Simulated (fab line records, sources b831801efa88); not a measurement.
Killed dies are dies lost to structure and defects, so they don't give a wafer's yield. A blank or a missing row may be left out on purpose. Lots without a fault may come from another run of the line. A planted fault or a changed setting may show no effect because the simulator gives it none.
Problem report in the 8D (eight disciplines) form, filled by code | flow gf180mcu | the parts of the form that need people (team, actions taken, sign-off) are left out

1. THE PROBLEM
heater_power_total_W at GF_M2_SOFTBAKE_10 reads a mean of 95.85 W on 6 wafers of 2 lots; wafers without a fault read 93.05 W with a standard deviation of 0.061. That is +46 standard deviations from the usual mean.
The step: time 60 s.
First seen on wafer L336.3, day 21 03:40, on litho_track-02. The record holds 36 wafers of 12 lots with a number at this step. Rule for "out", or "out of limits": more than 4 standard deviations from the usual mean. The other wafers with a number count as sound.

2. WHAT IT IS AND WHAT IT IS NOT
question                    | is                                 | is not
which readings at this step | heater_power_total_W, run_length_s | chill_plate_temp_C
which lots                  | L335, L336                         | L330, L332, L340, L343, L344, L347, L350, L351, L352, L353
which wafers of those lots  | all that have a number             | -
read on which tools         | litho_track-02                     | litho_track-01, litho_track-04
when                        | from day 21 03:40                  | up to then (6 sound wafers); but 24 sound wafers of L340, L343, L344, L347, L350, L351, L352, L353 came after

3. SUSPECTS, AND WHAT RULES EACH OUT
Counting: a tool at a process step up to the reading stays a suspect if it ran every lot that is out and no sound lot after the first of them.
- litho_track-02 at GF_M2_SOFTBAKE_10 (time 60 s): ruled out as a lasting fault. Sound lots L343, L344, L347, L350, L352, L353 ran on it after its first lot that is out, L336 (day 21 03:40).
Left after counting: nothing in the record.

4. THE CAUSE (what the simulator had put in)
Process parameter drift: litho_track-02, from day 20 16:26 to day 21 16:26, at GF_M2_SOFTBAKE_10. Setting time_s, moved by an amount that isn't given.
Counting ruled it out, wrongly.

5. THE CHAIN OF EFFECTS, in route order
Each row: a reading whose mean over the struck wafers that have a number lies more than 3 standard deviations from the usual. Only readings for which the record gives a usual standard deviation are gone through. hours: the time from each lot's start at the first step in this table that gives one to its start at this step, as a median over the lots. sigmas: the change in usual standard deviations.
hours | step              | reading              | usual   | on struck wafers | change | sigmas
0     | GF_M2_SOFTBAKE_10 | heater_power_total_W | 93.05 W | 95.85            | +2.80  | +46
0     | GF_M2_SOFTBAKE_10 | run_length_s         | 89.30 s | 84.25            | -5.05  | -39
The process steps in it:
- GF_M2_SOFTBAKE_10: time 60 s.

6. WHAT WOULD HAVE CAUGHT IT SOONER
In this record the first reading out of limits was taken at day 21 03:40, 11 hours after the fault began at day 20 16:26.
